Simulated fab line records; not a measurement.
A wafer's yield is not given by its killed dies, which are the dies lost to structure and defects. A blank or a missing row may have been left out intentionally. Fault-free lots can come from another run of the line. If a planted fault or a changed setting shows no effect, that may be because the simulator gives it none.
fab line records    flow gf180mcu
[record] lots = 14  wafers = 41  last-day = 34
route steps=602 shown LVPWELL@58 CONTACT@301
lots with no fault: from the same line, run without faults
start-h: start of the lot's first displayed wafer, in hours after the record's first day    wait-h: hours from the lot's prior step to this one    " as in the row above    L1.1+2: one row covering several wafers at once    - value missing, or start not given    * or withheld: withheld    < > ~ a bound
route shown NAME@n: NAME is a module with steps in the file, n the number in the route of the first one    usual: mean and standard deviation over wafers with no fault    same: alike in all rows    chamber/n: place in a boat    sites: readings site by site    _std_site: the values' standard deviation    _edge_site: the outer-site mean with the inner-site mean subtracted    radius-mm: for every site, how far away it sits from the centre of the wafer    mask NAME#n: copy n    behind: the last tool/chamber to shape the wafer    hold: cause of the lot's hold/its duration in hours/its outcome    device: transistor that didn't switch, given as n, p or np    end of line: the same wafers' tests at the end of the route    a step with no rows: only its recipe    killed: the dies lost at the first sort to structure and to defects; this is not the yield of the wafer    map: per-die view of a wafer (x killed, . not killed, _ where there is no die)
set.NAME: the setting the step ran with; set.NAME@STEP: the setting that earlier step ran with    model.NAME: the simulator's own value behind a step, which no gauge read
a sample of lots followed through the steps of the route, with each step as a table and each wafer as a row
services: a tool's chamber out of use, with start hour (start-h, from the record's first day; less than 0 if before it), hours out, and reason
[[steps]]
[step GF_LVPWELL_EXPOSE_04]
[recipe] mask-id = LVPWELL  target-cd-nm = 600  na = 0.6  source-shape = conventional  sigma-outer = 0.6  dose-mj = 255.7
lot.wafer   tool              chamber  start-h  wait-h  mask
L180.1+5    iline-stepper-01  0        62.11    -       LVPWELL#0
L181.2+3+4  iline-stepper-01  0        68.30    -       LVPWELL#0
L182.3+4+5  iline-stepper-01  0        73.70    -       LVPWELL#0
L183.2+3+6  iline-stepper-02  0        78.16    -       LVPWELL#0
L184.1+2+4  iline-stepper-02  0        86.03    -       LVPWELL#0
L185.1+4+5  iline-stepper-02  0        90.41    -       LVPWELL#0
L186.1+5+6  iline-stepper-02  0        96.66    -       LVPWELL#0
L187.1+5+6  iline-stepper-01  0        101.70   -       LVPWELL#0
L188.2+4+5  iline-stepper-02  0        105.77   -       LVPWELL#0
L192.1+3+6  iline-stepper-01  0        130.06   -       LVPWELL#0
L193.2+5+6  iline-stepper-01  0        135.33   -       LVPWELL#0
L194.1+3+6  iline-stepper-02  0        140.10   -       LVPWELL#0
L196.2+3+6  iline-stepper-01  0        151.50   -       LVPWELL#0
L201.3+5+6  iline-stepper-02  0        178.14   -       LVPWELL#0
[step GF_LVPWELL_OVL_MEAS_07]
[usual] LVPWELL_OVL = 0.1/1.2
lot.wafer  tool        chamber  start-h  wait-h  LVPWELL_OVL[nm]
L180.1     overlay-01  -        68.51    -       0.0
L180.5     "           -        "        "       -0.7
L181.2     overlay-01  -        75.07    -       -2.5
L181.3     "           -        "        "       -0.2
L181.4     "           -        "        "       -1.5
L182.3     overlay-02  -        79.98    -       1.4
L182.4     "           -        "        "       0.8
L182.5     "           -        "        "       0.1
L183.2     overlay-01  -        85.04    -       1.1
L183.3     "           -        "        "       1.9
L183.6     "           -        "        "       0.7
L184.1     overlay-01  -        92.48    -       -0.2
L184.2     "           -        "        "       -0.1
L184.4     "           -        "        "       0.1
L185.1     overlay-02  -        96.78    -       -1.1
L185.4     "           -        "        "       -1.1
L185.5     "           -        "        "       0.8
L186.1     overlay-02  -        103.71   -       -2.4
L186.5     "           -        "        "       -1.8
L186.6     "           -        "        "       -0.8
L187.1     overlay-01  -        108.26   -       1.4
L187.5     "           -        "        "       1.6
L187.6     "           -        "        "       0.0
L188.2     overlay-02  -        112.97   -       2.0
L188.4     "           -        "        "       1.2
L188.5     "           -        "        "       2.6
L192.1     overlay-02  -        137.81   -       2.0
L192.3     "           -        "        "       -1.6
L192.6     "           -        "        "       1.3
L193.2     overlay-02  -        142.62   -       117.2
L193.5     "           -        "        "       115.5
L193.6     "           -        "        "       117.2
L194.1     overlay-02  -        147.23   -       0.9
L194.3     "           -        "        "       -0.6
L194.6     "           -        "        "       1.9
L196.2     overlay-01  -        158.82   -       116.8
L196.3     "           -        "        "       116.4
L196.6     "           -        "        "       114.3
L201.3     overlay-01  -        186.64   -       0.4
L201.5     "           -        "        "       0.6
L201.6     "           -        "        "       0.4
[step GF_CONTACT_CD_MEAS_14]
[recipe] target-cd-nm = 220
[usual] cd-nm = 220.9/1.3
lot.wafer  tool       chamber  start-h  wait-h  cd-nm
L180.1     cd-sem-01  -        364.36   0.1     220.9
L180.5     "          -        "        "       219.2
L181.2     cd-sem-02  -        373.07   0.1     220.8
L181.3     "          -        "        "       220.8
L181.4     "          -        "        "       220.5
L182.3     cd-sem-01  -        384.39   0.1     220.5
L182.4     "          -        "        "       220.4
L182.5     "          -        "        "       220.1
L183.2     cd-sem-02  -        389.17   0.1     221.9
L183.3     "          -        "        "       220.3
L183.6     "          -        "        "       219.2
L184.1     cd-sem-01  -        397.25   0.1     222.2
L184.2     "          -        "        "       221.9
L184.4     "          -        "        "       222.4
L185.1     cd-sem-01  -        405.91   0.1     221.3
L185.4     "          -        "        "       221.4
L185.5     "          -        "        "       222.3
L186.1     cd-sem-02  -        417.00   0.1     220.7
L186.5     "          -        "        "       219.0
L186.6     "          -        "        "       220.5
L188.2     cd-sem-02  -        433.42   0.1     223.9
L188.4     "          -        "        "       222.4
L188.5     "          -        "        "       221.9
L187.1     cd-sem-02  -        433.52   0.2     220.4
L187.5     "          -        "        "       218.2
L187.6     "          -        "        "       218.9
L192.1     cd-sem-02  -        471.90   0.1     221.5
L192.3     "          -        "        "       221.9
L192.6     "          -        "        "       221.7
L193.2     cd-sem-02  -        476.47   0.1     220.5
L193.5     "          -        "        "       221.5
L193.6     "          -        "        "       221.0
L194.1     cd-sem-02  -        487.42   0.1     222.1
L194.3     "          -        "        "       223.0
L194.6     "          -        "        "       221.7
L196.2     cd-sem-01  -        496.19   0.1     221.2
L196.3     "          -        "        "       221.2
L196.6     "          -        "        "       220.4
L201.3     cd-sem-01  -        538.66   0.1     221.3
L201.5     "          -        "        "       220.3
L201.6     "          -        "        "       220.5
[step GF_CONTACT_OVL_MEAS_15]
[usual] CONTACT_OVL = 0/5.6
lot.wafer  tool        chamber  start-h  wait-h  CONTACT_OVL[nm]
L180.1     overlay-02  -        364.48   0.1     6
L180.5     "           -        "        "       7
L181.2     overlay-01  -        373.18   0.1     -4
L181.3     "           -        "        "       -11
L181.4     "           -        "        "       -2
L182.3     overlay-01  -        384.49   0.1     -6
L182.4     "           -        "        "       3
L182.5     "           -        "        "       -6
L183.2     overlay-01  -        389.28   0.1     2
L183.3     "           -        "        "       -8
L183.6     "           -        "        "       -2
L184.1     overlay-01  -        397.37   0.1     3
L184.2     "           -        "        "       12
L184.4     "           -        "        "       9
L185.1     overlay-01  -        406.03   0.1     -5
L185.4     "           -        "        "       -8
L185.5     "           -        "        "       3
L186.1     overlay-01  -        417.12   0.1     0
L186.5     "           -        "        "       -9
L186.6     "           -        "        "       -7
L188.2     overlay-02  -        433.53   0.1     3
L188.4     "           -        "        "       1
L188.5     "           -        "        "       -2
L187.1     overlay-01  -        433.64   0.1     -5
L187.5     "           -        "        "       2
L187.6     "           -        "        "       -3
L192.1     overlay-02  -        472.02   0.1     3
L192.3     "           -        "        "       0
L192.6     "           -        "        "       -7
L193.2     overlay-01  -        476.58   0.1     -5
L193.5     "           -        "        "       0
L193.6     "           -        "        "       -5
L194.1     overlay-01  -        487.54   0.1     0
L194.3     "           -        "        "       1
L194.6     "           -        "        "       -1
L196.2     overlay-01  -        496.30   0.1     -3
L196.3     "           -        "        "       -9
L196.6     "           -        "        "       -13
L201.3     overlay-02  -        538.75   0.1     11
L201.5     "           -        "        "       9
L201.6     "           -        "        "       3
[step GF_CONTACT_ETCH_16]
[recipe] chemistry = N2/H2  target-depth-a = withheld  overetch-a = withheld  time-s = withheld  target = BARC  ion-energy-ev = 200  source-w = 500  bias-w = 100  pressure-mtorr = 30  n2-flow-sccm = 100  h2-flow-sccm = 200
[usual] drypump-motor-current-A = 5.7/0.39  h2-flow-sccm = 200.0/0.61  oes-product-au = 0.854/0.0045  rf-fwd-power-W = 495.4/2  throttle-valve-pct = 13.225/0.0085
lot.wafer  tool         chamber  start-h  wait-h  drypump-motor-current-A  h2-flow-sccm  oes-product-au  rf-fwd-power-W  throttle-valve-pct
L180.1     rie-diel-01  1        364.51   0.0     5.2                      200.1         0.854           493.8           13.223
L180.5     "            3        "        "       6.3                      200.5         0.856           489.5           13.215
L181.2     rie-diel-03  1        373.21   0.0     5.4                      199.7         0.856           493.9           13.229
L181.3     "            0        "        "       5.6                      199.9         0.853           497.3           13.227
L181.4     "            2        "        "       5.1                      200.0         0.853           497.9           13.219
L182.3     rie-diel-03  3        384.51   0.0     6.2                      200.3         0.853           494.2           13.225
L182.4     "            2        "        "       5.1                      200.2         0.851           494.9           13.223
L182.5     "            3        "        "       6.2                      199.1         0.851           494.2           13.215
L183.2     rie-diel-01  1        389.31   0.0     5.2                      201.3         0.842           492.6           13.240
L183.3     "            0        "        "       5.8                      199.8         0.850           493.4           13.221
L183.6     "            1        "        "       5.2                      199.9         0.853           491.4           13.232
L184.1     rie-diel-01  1        397.41   0.0     5.2                      199.8         0.852           495.9           13.230
L184.2     "            3        "        "       6.3                      199.7         0.850           494.0           13.210
L184.4     "            1        "        "       5.2                      199.6         0.852           494.8           13.209
L185.1     rie-diel-01  0        406.06   0.0     5.7                      200.2         0.855           494.4           13.231
L185.4     "            3        "        "       6.3                      199.2         0.856           490.1           13.220
L185.5     "            1        "        "       5.2                      200.3         0.854           492.6           13.237
L186.1     rie-diel-02  0        417.16   0.0     5.6                      199.8         0.857           497.2           13.238
L186.5     "            1        "        "       5.8                      200.0         0.854           496.1           13.229
L186.6     "            2        "        "       6.0                      200.2         0.852           497.6           13.245
L188.2     rie-diel-03  1        433.56   0.0     5.4                      200.4         0.863           495.0           13.224
L188.4     "            2        "        "       5.1                      200.3         0.854           495.2           13.216
L188.5     "            1        "        "       5.4                      200.2         0.855           495.7           13.216
L187.1     rie-diel-02  3        433.68   0.0     6.1                      199.9         0.862           497.2           13.234
L187.5     "            0        "        "       5.6                      200.1         0.853           496.6           13.234
L187.6     "            3        "        "       6.1                      199.9         0.863           499.7           13.230
L192.1     rie-diel-01  3        472.06   0.0     6.2                      198.8         0.849           493.1           13.240
L192.3     "            0        "        "       5.8                      199.1         0.856           497.4           13.219
L192.6     "            0        "        "       5.8                      199.7         0.867           495.4           13.223
L193.2     rie-diel-03  3        476.61   0.0     6.2                      200.1         0.853           494.4           13.214
L193.5     "            2        "        "       5.1                      199.4         0.848           499.0           13.219
L193.6     "            3        "        "       6.2                      200.6         0.849           494.1           13.217
L194.1     rie-diel-03  3        487.58   0.0     6.2                      200.8         0.858           495.8           13.221
L194.3     "            2        "        "       5.1                      200.3         0.850           498.3           13.234
L194.6     "            2        "        "       5.1                      200.1         0.859           497.3           13.221
L196.2     rie-diel-02  1        496.33   0.0     5.8                      200.1         0.860           497.3           13.220
L196.3     "            3        "        "       6.1                      201.6         0.856           496.4           13.241
L196.6     "            1        "        "       5.8                      200.7         0.851           498.3           13.219
L201.3     rie-diel-02  2        538.78   0.0     6.0                      200.3         0.853           495.4           13.234
L201.5     "            2        "        "       6.0                      200.4         0.855           496.8           13.236
L201.6     "            3        "        "       6.1                      198.9         0.858           494.3           13.210
[[services]]
tool              chamber  start-h  hours  kind
rie-diel-01       -        66.88    0.5    repair
iline-stepper-02  -        71.21    1.7    pm
iline-stepper-01  -        77.18    1.7    pm
rie-diel-01       2        86.92    1.3    repair
rie-diel-01       2        123.75   10.2   repair
rie-diel-01       3        134.05   7.8    repair
rie-diel-01       -        151.90   0.3    repair
rie-diel-03       0        200.22   9.2    repair
iline-stepper-01  -        216.61   4.3    pm
iline-stepper-02  -        224.93   4.4    pm
iline-stepper-02  -        246.25   2.0    repair
iline-stepper-02  -        289.35   1.7    pm
iline-stepper-01  -        295.38   1.7    pm
rie-diel-03       3        314.37   32.5   repair
rie-diel-03       0        319.49   6.3    repair
iline-stepper-02  -        349.79   2.1    pm
rie-diel-03       -        354.40   2.8    pm
rie-diel-03       1        357.55   9.7    repair
rie-diel-03       -        376.95   4.3    pm
rie-diel-03       1        480.67   17.0   repair
rie-diel-03       2        498.17   15.6   repair
iline-stepper-02  -        507.53   1.7    pm
iline-stepper-01  -        513.53   1.7    pm
iline-stepper-02  -        515.19   8.9    pm
[[key]]
[first-sign] step = GF_LVPWELL_OVL_MEAS_07  reading = LVPWELL_OVL  direction = up  sigmas = 99+  usual = 0.1  struck = 116.2
effect none on later readings
met-at GF_LVPWELL_EXPOSE_04
struck-lots L193,L196
tester-left-out L193,L196
not-acting-at GF_CONTACT_CD_MEAS_14,GF_CONTACT_OVL_MEAS_15,GF_CONTACT_ETCH_16
onset-between 130.06 135.33
[fault] kind = scanner-matching-overlay  tool = iline-stepper-01  chamber = -  onset-h = 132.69  steps = GF_LVPWELL_EXPOSE_04  offset = 115.83
// tester-left-out: of these lots the tester's yield and bins aren't shown, on N5 and GAA mostly nor the transistor test; their killed dies are dies lost to structure and defects alone, not to doping, threshold or leakage, so they don't give the yield
